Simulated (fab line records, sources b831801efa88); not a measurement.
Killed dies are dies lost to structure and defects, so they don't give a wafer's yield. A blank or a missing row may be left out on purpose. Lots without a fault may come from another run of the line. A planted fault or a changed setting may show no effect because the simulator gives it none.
Tool commonality check | flow gf180mcu | 14 lots, 40 wafers sampled

WHY IT WAS OPENED
At GF_SAB_THK_MEAS_01 the reading SAB_CVD_00_THK is flagged on 2 of 14 lots. Wafers without a fault read 50.0 nm, standard deviation 0.65.
Rule: a lot is flagged when every wafer of it that has a number lies more than 4 standard deviations from that mean, or none has a number. The other lots count as sound.

lot  | measured     | on            | SAB_CVD_00_THK (nm), wafer by wafer | flag
L970 | day 15 02:18 | film_metro-01 | 48.9 50.1 50.2                      |
L973 | day 16 00:11 | film_metro-01 | 49.1 50.2 49.9                      |
L974 | day 16 09:25 | film_metro-01 | 50.3 50.7 50.0                      |
L976 | day 17 01:17 | film_metro-04 | 49.5 50.7 50.4                      |
L975 | day 17 01:40 | film_metro-02 | 49.1 50.4 50.3                      |
L977 | day 17 09:41 | film_metro-02 | 50.0 49.7 50.0                      |
L978 | day 17 20:40 | film_metro-04 | 50.3 50.3 50.7                      |
L979 | day 18 07:28 | film_metro-02 | 44.2 44.9 45.9                      | FLAGGED
L984 | day 19 15:15 | film_metro-04 | 45.3 45.7 46.4                      | FLAGGED
L987 | day 20 21:20 | film_metro-01 | 48.8 49.5 50.3                      |
L988 | day 21 06:37 | film_metro-04 | 50.3 51.3                           |
L989 | day 21 10:20 | film_metro-04 | 49.9 50.6 50.8                      |
L990 | day 21 22:03 | film_metro-04 | 50.1 50.5                           |
L991 | day 22 04:38 | film_metro-02 | 49.2 50.3 49.7                      |
The numbers of the flagged lots are 45.4 nm on average: -4.6 nm against the usual, or -7 standard deviations.

WHICH TOOL RAN EACH LOT
The record holds 1 process step before the reading, out of a route of 602 steps. In each cell: the tool, then ch and the chambers that the sampled wafers went through, then the start.
lot  | flag    | GF_SAB_CVD_00
L970 |         | pecvd-02 ch 1,2, day 15 02:16
L973 |         | pecvd-02 ch 0,1, day 16 00:09
L974 |         | pecvd-04 ch 0,2, day 16 09:24
L976 |         | pecvd-04 ch 0,1,2, day 17 01:16
L975 |         | pecvd-01 ch 0,1,2, day 17 01:39
L977 |         | pecvd-01 ch 0,1,2, day 17 09:40
L978 |         | pecvd-02 ch 0,1,2, day 17 20:38
L979 | FLAGGED | pecvd-04 ch 0,1, day 18 07:27
L984 | FLAGGED | pecvd-04 ch 1,2, day 19 15:13
L987 |         | pecvd-02 ch 0,1, day 20 21:19
L988 |         | pecvd-01 ch 1,2, day 21 06:35
L989 |         | pecvd-01 ch 0,1, day 21 10:17
L990 |         | pecvd-02 ch 0,2, day 21 22:01
L991 |         | pecvd-04 ch 0,1,2, day 22 04:35
What these steps do:
- GF_SAB_CVD_00: deposits SiO2 from TEOS, target thk 50 nm, time 4.9302 s.
- GF_SAB_THK_MEAS_01

FLAGGED OVER TOTAL, TOOL BY TOOL (the gauges that took the reading come last)
step               | tool          | lots run | flagged | share of the flagged lots | sound lots run after its first flagged lot
GF_SAB_CVD_00      | pecvd-01      | 4        | 0       | none                      | -
GF_SAB_CVD_00      | pecvd-02      | 5        | 0       | none                      | -
GF_SAB_CVD_00      | pecvd-04      | 5        | 2       | all                       | 1 (L991)
GF_SAB_THK_MEAS_01 | film_metro-01 | 4        | 0       | none                      | -
GF_SAB_THK_MEAS_01 | film_metro-02 | 4        | 1       | some                      | 1 (L991)
GF_SAB_THK_MEAS_01 | film_metro-04 | 6        | 1       | some                      | 3 (L988,L989,L990)

WHAT THE TABLE ALLOWS
1 row of the table ran every flagged lot: pecvd-04 at GF_SAB_CVD_00.
- pecvd-04 at GF_SAB_CVD_00: 2 of its 5 lots flagged. Sound lots ran on it after the first flagged one (L991), which a lasting fault on the whole tool wouldn't allow.
No row of the table ran every flagged lot and no sound lot after the first.

WHAT THE SIMULATOR HAD PUT IN
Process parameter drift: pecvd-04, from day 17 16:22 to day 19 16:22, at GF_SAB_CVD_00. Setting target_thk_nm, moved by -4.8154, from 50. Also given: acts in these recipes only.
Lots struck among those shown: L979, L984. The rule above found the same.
